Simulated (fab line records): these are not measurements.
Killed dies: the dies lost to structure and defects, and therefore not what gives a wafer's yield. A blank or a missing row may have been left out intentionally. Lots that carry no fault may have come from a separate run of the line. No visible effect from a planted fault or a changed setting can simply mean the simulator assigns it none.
fab line records | flow sky130
record: lots: 14 | wafers: 42 | lastDay: 49
route steps=708 shown VT_ADJUST_HVTR@142 SONOS_TUNNEL@161 POLY_GATE@235 LDD_P@264 PAD_OPEN@708
lots that met no fault: taken from a fault-free run of the same line
startH: hours from the record's first day to the start of the lot's first wafer shown | waitH: hours elapsed since this lot's preceding step | " same as the row above | L1.1+2: several wafers, shown together as one row | - either no value or no given start | * or withheld: withheld | < > ~ a bound
route shown NAME@n: NAME is a module with steps in the file, n the number in the route of the first one | usual: average and standard deviation across the fault-free wafers | same: alike in all rows | chamber/n: place in a boat | sites: readings site by site | _std_site: standard deviation across them | _edge_site: inner sites' mean taken away from outer sites' mean | radiusMm: how far each site lies from the wafer's centre | mask NAME#n: copy n | behind: tool/chamber where the wafer was last shaped | hold: the reason the lot was held/the length of the hold in hours/how it ended | device: which transistor (n, p or np) failed to switch | end of line: tests run on the same wafers once the route is complete | for a step that has no rows: nothing shown but its recipe | killed: the dies lost at the first sort to structure and to defects; this is not the yield of the wafer | map: a wafer's dies, marking killed ones x, the rest . and places with no die _
set.NAME: the run value of the setting; set.NAME@STEP: its run value at that earlier step | model.NAME: the simulator's own value behind a step, which no gauge read
the route's steps for a sample of lots (tables are steps, rows are wafers)
services: when a tool's chamber went out of use (startH, in hours from the record's first day, below 0 if earlier), for how many hours, and the reason
== steps ==
step: SKY_VT_ADJUST_HVTR_TW_MEAS_11
usual: VT_ADJUST_HVTR_TW: 213.3/2.3
lot.wafer | tool         | chamber | startH | waitH | VT_ADJUST_HVTR_TW
L898.3    | filmMetro-02 | -       | 200.89 | 0.1   | 212.6
L898.5    | "            | -       | "      | "     | 213.5
L898.6    | "            | -       | "      | "     | 213.0
L899.2    | filmMetro-03 | -       | 206.81 | 0.1   | 214.0
L899.3    | "            | -       | "      | "     | 211.4
L899.6    | "            | -       | "      | "     | 213.0
L900.1    | filmMetro-01 | -       | 225.52 | 0.1   | 215.8
L900.2    | "            | -       | "      | "     | 216.3
L900.6    | "            | -       | "      | "     | 216.6
L902.3    | filmMetro-01 | -       | 245.14 | 0.1   | 215.2
L902.5    | "            | -       | "      | "     | 216.2
L902.6    | "            | -       | "      | "     | 217.9
L903.2    | filmMetro-02 | -       | 254.77 | 0.1   | 211.8
L903.3    | "            | -       | "      | "     | 210.8
L903.5    | "            | -       | "      | "     | 211.8
L904.1    | filmMetro-03 | -       | 256.15 | 0.1   | 211.9
L904.2    | "            | -       | "      | "     | 211.5
L904.5    | "            | -       | "      | "     | 211.4
L905.1    | filmMetro-01 | -       | 256.65 | 0.1   | 217.0
L905.4    | "            | -       | "      | "     | 216.9
L905.6    | "            | -       | "      | "     | 217.5
L906.2    | filmMetro-03 | -       | 261.78 | 0.1   | 210.4
L906.3    | "            | -       | "      | "     | 211.9
L906.6    | "            | -       | "      | "     | 210.4
L907.3    | filmMetro-01 | -       | 271.02 | 0.1   | 217.0
L907.4    | "            | -       | "      | "     | 216.2
L907.5    | "            | -       | "      | "     | 216.1
L908.2    | filmMetro-03 | -       | 281.86 | 0.1   | 212.2
L908.3    | "            | -       | "      | "     | 211.2
L908.6    | "            | -       | "      | "     | 211.3
L909.2    | filmMetro-03 | -       | 283.93 | 0.1   | 211.3
L909.3    | "            | -       | "      | "     | 210.4
L909.6    | "            | -       | "      | "     | 211.4
L912.2    | filmMetro-02 | -       | 310.38 | 0.1   | 212.2
L912.3    | "            | -       | "      | "     | 211.8
L912.6    | "            | -       | "      | "     | 213.0
L914.1    | filmMetro-01 | -       | 321.52 | 0.1   | 216.7
L914.2    | "            | -       | "      | "     | 217.9
L914.4    | "            | -       | "      | "     | 217.9
L915.1    | filmMetro-02 | -       | 325.45 | 0.1   | 212.8
L915.2    | "            | -       | "      | "     | 214.9
L915.4    | "            | -       | "      | "     | 212.3
step: SKY_SONOS_TUNNEL_CD_MEAS_07
recipe: targetCdNm: 410
usual: cdNm: 410.3/2
lot.wafer | tool     | chamber | startH | waitH | cdNm
L898.3    | cdSem-02 | -       | 246.50 | 0.1   | 412.4
L898.5    | "        | -       | "      | "     | 413.9
L898.6    | "        | -       | "      | "     | 412.3
L899.2    | cdSem-02 | -       | 251.91 | 0.1   | 409.7
L899.3    | "        | -       | "      | "     | 408.8
L899.6    | "        | -       | "      | "     | 409.1
L900.1    | cdSem-02 | -       | 272.36 | 0.1   | 411.3
L900.2    | "        | -       | "      | "     | 412.6
L900.6    | "        | -       | "      | "     | 412.2
L902.3    | cdSem-01 | -       | 294.48 | 0.1   | 411.0
L902.5    | "        | -       | "      | "     | 410.9
L902.6    | "        | -       | "      | "     | 411.9
L903.2    | cdSem-01 | -       | 303.36 | 0.1   | 413.5
L903.3    | "        | -       | "      | "     | 411.7
L903.5    | "        | -       | "      | "     | 413.3
L904.1    | cdSem-01 | -       | 306.49 | 0.1   | 407.8
L904.2    | "        | -       | "      | "     | 408.1
L904.5    | "        | -       | "      | "     | 407.3
L905.1    | cdSem-02 | -       | 307.44 | 0.1   | 412.1
L905.4    | "        | -       | "      | "     | 411.7
L905.6    | "        | -       | "      | "     | 413.1
L906.2    | cdSem-02 | -       | 311.56 | 0.1   | 411.2
L906.3    | "        | -       | "      | "     | 411.9
L906.6    | "        | -       | "      | "     | 410.6
L907.3    | cdSem-01 | -       | 321.00 | 0.1   | 409.6
L907.4    | "        | -       | "      | "     | 409.5
L907.5    | "        | -       | "      | "     | 410.7
L908.2    | cdSem-02 | -       | 333.21 | 0.1   | 409.5
L908.3    | "        | -       | "      | "     | 409.0
L908.6    | "        | -       | "      | "     | 408.7
L909.2    | cdSem-02 | -       | 334.86 | 0.1   | 410.6
L909.3    | "        | -       | "      | "     | 410.9
L909.6    | "        | -       | "      | "     | 408.4
L912.2    | cdSem-01 | -       | 363.61 | 0.1   | 408.1
L912.3    | "        | -       | "      | "     | 406.2
L912.6    | "        | -       | "      | "     | 408.0
L914.1    | cdSem-01 | -       | 376.19 | 0.1   | 409.6
L914.2    | "        | -       | "      | "     | 412.3
L914.4    | "        | -       | "      | "     | 410.6
L915.1    | cdSem-01 | -       | 379.96 | 0.1   | 411.9
L915.2    | "        | -       | "      | "     | 409.7
L915.4    | "        | -       | "      | "     | 409.7
step: SKY_POLY_GATE_THK_MEAS_21
recipe: reads: SiO2_of_POLY_GATE_OXIDATION_20
usual: POLY_GATE_OXIDATION_THK: 4.02/0.068
lot.wafer | tool         | chamber | startH | waitH | POLY_GATE_OXIDATION_THK[nm]
L898.3    | filmMetro-02 | -       | 373.65 | 0.0   | 3.94
L898.5    | "            | -       | "      | "     | 3.98
L898.6    | "            | -       | "      | "     | 4.00
L899.2    | filmMetro-01 | -       | 379.13 | 0.0   | 3.99
L899.3    | "            | -       | "      | "     | 3.96
L899.6    | "            | -       | "      | "     | 3.89
L900.1    | filmMetro-02 | -       | 395.69 | 0.0   | 4.03
L900.2    | "            | -       | "      | "     | 3.98
L900.6    | "            | -       | "      | "     | 4.00
L902.3    | filmMetro-01 | -       | 423.16 | 0.0   | 3.94
L902.5    | "            | -       | "      | "     | 3.95
L902.6    | "            | -       | "      | "     | 3.90
L904.1    | filmMetro-02 | -       | 435.18 | 0.0   | 4.05
L904.2    | "            | -       | "      | "     | 3.94
L904.5    | "            | -       | "      | "     | 4.01
L903.2    | filmMetro-01 | -       | 435.19 | 0.0   | 3.94
L903.3    | "            | -       | "      | "     | 3.93
L903.5    | "            | -       | "      | "     | 3.98
L905.1    | filmMetro-02 | -       | 438.74 | 0.0   | 3.99
L905.4    | "            | -       | "      | "     | 4.07
L905.6    | "            | -       | "      | "     | 4.05
L906.2    | filmMetro-01 | -       | 447.66 | 0.0   | 4.14
L906.3    | "            | -       | "      | "     | 4.01
L906.6    | "            | -       | "      | "     | 4.01
L907.3    | filmMetro-01 | -       | 455.51 | 0.0   | 3.98
L907.4    | "            | -       | "      | "     | 3.93
L907.5    | "            | -       | "      | "     | 3.92
L909.2    | filmMetro-02 | -       | 473.50 | 0.0   | 4.02
L909.3    | "            | -       | "      | "     | 3.99
L909.6    | "            | -       | "      | "     | 3.94
L908.2    | filmMetro-04 | -       | 475.44 | 0.0   | 3.95
L908.3    | "            | -       | "      | "     | 4.09
L908.6    | "            | -       | "      | "     | 4.02
L912.2    | filmMetro-02 | -       | 498.72 | 0.0   | 4.14
L912.3    | "            | -       | "      | "     | 4.11
L912.6    | "            | -       | "      | "     | 4.05
L914.1    | filmMetro-04 | -       | 512.61 | 0.0   | 4.08
L914.2    | "            | -       | "      | "     | 3.98
L914.4    | "            | -       | "      | "     | 3.99
L915.1    | filmMetro-02 | -       | 521.59 | 0.0   | 4.05
L915.2    | "            | -       | "      | "     | 3.98
L915.4    | "            | -       | "      | "     | 4.04
step: SKY_LDD_P_IMPLANT_09
recipe: species: BF2 | energyKev: 25 | doseCm2: 1e+13 | tiltDeg: withheld
lot.wafer  | tool         | chamber | startH | waitH
L898.3+5+6 | implanter-04 | 0       | 434.30 | 0.1
L899.2+3+6 | implanter-03 | 0       | 439.90 | 0.0
L900.1+2+6 | implanter-03 | 0       | 458.52 | 0.0
L902.3+5+6 | implanter-04 | 0       | 486.75 | 0.1
L904.1+2+5 | implanter-02 | 0       | 497.57 | 0.0
L903.2+3+5 | implanter-04 | 0       | 498.67 | 0.0
L905.1+4+6 | implanter-04 | 0       | 501.20 | 0.0
L906.2+3+6 | implanter-04 | 0       | 509.07 | 0.0
L907.3+4+5 | implanter-04 | 0       | 517.90 | 0.1
L909.2+3+6 | implanter-03 | 0       | 537.04 | 0.0
L908.2+3+6 | implanter-03 | 0       | 538.57 | 0.0
L908.2+3+6 | implanter-03 | 0       | 538.89 | 0.3
L912.2+3+6 | implanter-03 | 0       | 560.14 | 0.0
L912.2+3+6 | implanter-03 | 0       | 560.46 | 0.3
L914.1+2+4 | implanter-04 | 0       | 573.32 | 0.0
L915.1+2+4 | implanter-04 | 0       | 582.50 | 0.0
step: SKY_LDD_P_TW_MEAS_11
usual: LDD_P_TW: 645/7.8
lot.wafer | tool         | chamber | startH | waitH | LDD_P_TW
L898.3    | filmMetro-02 | -       | 434.52 | 0.1   | 642
L898.5    | "            | -       | "      | "     | 641
L898.6    | "            | -       | "      | "     | 642
L899.2    | filmMetro-01 | -       | 440.13 | 0.1   | 658
L899.3    | "            | -       | "      | "     | 657
L899.6    | "            | -       | "      | "     | 651
L900.1    | filmMetro-01 | -       | 458.77 | 0.1   | 654
L900.2    | "            | -       | "      | "     | 655
L900.6    | "            | -       | "      | "     | 652
L902.3    | filmMetro-02 | -       | 486.97 | 0.1   | 640
L902.5    | "            | -       | "      | "     | 640
L902.6    | "            | -       | "      | "     | 642
L904.1    | filmMetro-01 | -       | 497.82 | 0.1   | 653
L904.2    | "            | -       | "      | "     | 653
L904.5    | "            | -       | "      | "     | 657
L903.2    | filmMetro-01 | -       | 498.91 | 0.1   | 656
L903.3    | "            | -       | "      | "     | 657
L903.5    | "            | -       | "      | "     | 656
L905.1    | filmMetro-03 | -       | 501.45 | 0.1   | 640
L905.4    | "            | -       | "      | "     | 639
L905.6    | "            | -       | "      | "     | 641
L906.2    | filmMetro-01 | -       | 509.31 | 0.1   | 649
L906.3    | "            | -       | "      | "     | 651
L906.6    | "            | -       | "      | "     | 646
L907.3    | filmMetro-03 | -       | 518.12 | 0.1   | 636
L907.4    | "            | -       | "      | "     | 636
L907.5    | "            | -       | "      | "     | 635
L909.2    | filmMetro-01 | -       | 537.28 | 0.1   | 656
L909.3    | "            | -       | "      | "     | 656
L909.6    | "            | -       | "      | "     | 658
L908.2    | filmMetro-03 | -       | 539.12 | 0.1   | 791
L908.3    | "            | -       | "      | "     | 786
L908.6    | "            | -       | "      | "     | 787
L912.2    | filmMetro-03 | -       | 560.70 | 0.1   | 792
L912.3    | "            | -       | "      | "     | 790
L912.6    | "            | -       | "      | "     | 790
L914.1    | filmMetro-02 | -       | 573.57 | 0.1   | 647
L914.2    | "            | -       | "      | "     | 648
L914.4    | "            | -       | "      | "     | 648
L915.1    | filmMetro-03 | -       | 582.75 | 0.1   | 636
L915.2    | "            | -       | "      | "     | 639
L915.4    | "            | -       | "      | "     | 636
step: SKY_PAD_OPEN_PROBE_99
usual: killed_at_M0_to_M3: 44/7.1 | killed_at_M4_up: 3.5/2 | killedAtContacts: 24/5.3 | killedAtFrontEnd: 15/4.8 | killedAtOther: 0.1/0.35 | killedDies: 86/9.3 | killedOpen: 47/7.8 | killedShort: 39/5.9
same: grossDies: 492 | killedAtBackSide: 0
lot.wafer | tool      | chamber | startH  | waitH | killed_at_M0_to_M3 | killed_at_M4_up | killedAtContacts | killedAtFrontEnd | killedAtOther | killedDies | killedOpen | killedShort
L900.1    | prober-01 | -       | 1092.44 | 0.1   | 40                 | 3               | 28               | 8                | 0             | 79         | 46         | 33
L900.2    | prober-01 | -       | 1092.49 | 0.1   | 41                 | 2               | 27               | 13               | 0             | 83         | 46         | 37
L900.6    | prober-01 | -       | 1092.69 | 0.2   | 43                 | 5               | 23               | 8                | 0             | 79         | 51         | 28
killed by level:class
L900.1 LI_CONTACT:geometricParticle:open=11 METAL1:geometricParticle:short=11 VIA3:geometricParticle:open=10 LOCAL_INTERCONNECT:geometricParticle:short=6 CONTACT:geometricParticle:open=6 VIA1:geometricParticle:open=6 VIA2:geometricParticle:open=5 POLY_GATE:geometricParticle:open=4
L900.2 CONTACT:geometricParticle:open=12 METAL1:geometricParticle:short=8 VIA1:geometricParticle:short=6 VIA1:geometricParticle:open=6 VIA3:geometricParticle:open=5 POLY_GATE:geometricParticle:open=4 LI_CONTACT:geometricParticle:open=4 VIA3:geometricParticle:short=4
L900.6 VIA1:geometricParticle:open=12 LI_CONTACT:geometricParticle:open=9 VIA2:geometricParticle:open=9 CONTACT:geometricParticle:open=6 VIA3:geometricParticle:open=6 METAL1:geometricParticle:short=5 POLY_GATE:geometricParticle:open=5 VIA1:geometricParticle:short=5
== services ==
tool         | chamber | startH | hours | kind
implanter-04 | -       | 410.58 | 0.6   | repair
implanter-03 | -       | 449.07 | 0.5   | repair
implanter-04 | -       | 459.57 | 2.6   | repair
implanter-04 | -       | 469.28 | 5.0   | pm
implanter-03 | -       | 481.71 | 5.8   | pm
implanter-02 | -       | 487.20 | 2.9   | pm
implanter-02 | -       | 493.67 | 2.5   | repair
implanter-03 | -       | 573.51 | 1.0   | repair
== key ==
firstSign: step: SKY_LDD_P_IMPLANT_09 | reading: visit | direction: added
effect: step: SKY_LDD_P_TW_MEAS_11 | reading: LDD_P_TW | direction: up | sigmas: 19 | usual: 645 | struck: 790
metAt SKY_LDD_P_IMPLANT_09
struckLots L908,L912
testerLeftOut L908,L912
notActingAt SKY_VT_ADJUST_HVTR_TW_MEAS_11,SKY_SONOS_TUNNEL_CD_MEAS_07,SKY_POLY_GATE_THK_MEAS_21
fault: kind: repeatedStepWhole | tool: implanter-02,implanter-03,implanter-04 | chamber: - | onsetH: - | steps: SKY_LDD_P_IMPLANT_09 | times: 1 | scope: struckLotsOnly
testerLeftOut: of these lots the tester's yield and bins aren't shown, on N5 and GAA mostly nor the transistor test; their killed dies are dies lost to structure and defects alone, not to doping, threshold or leakage, so they don't give the yield
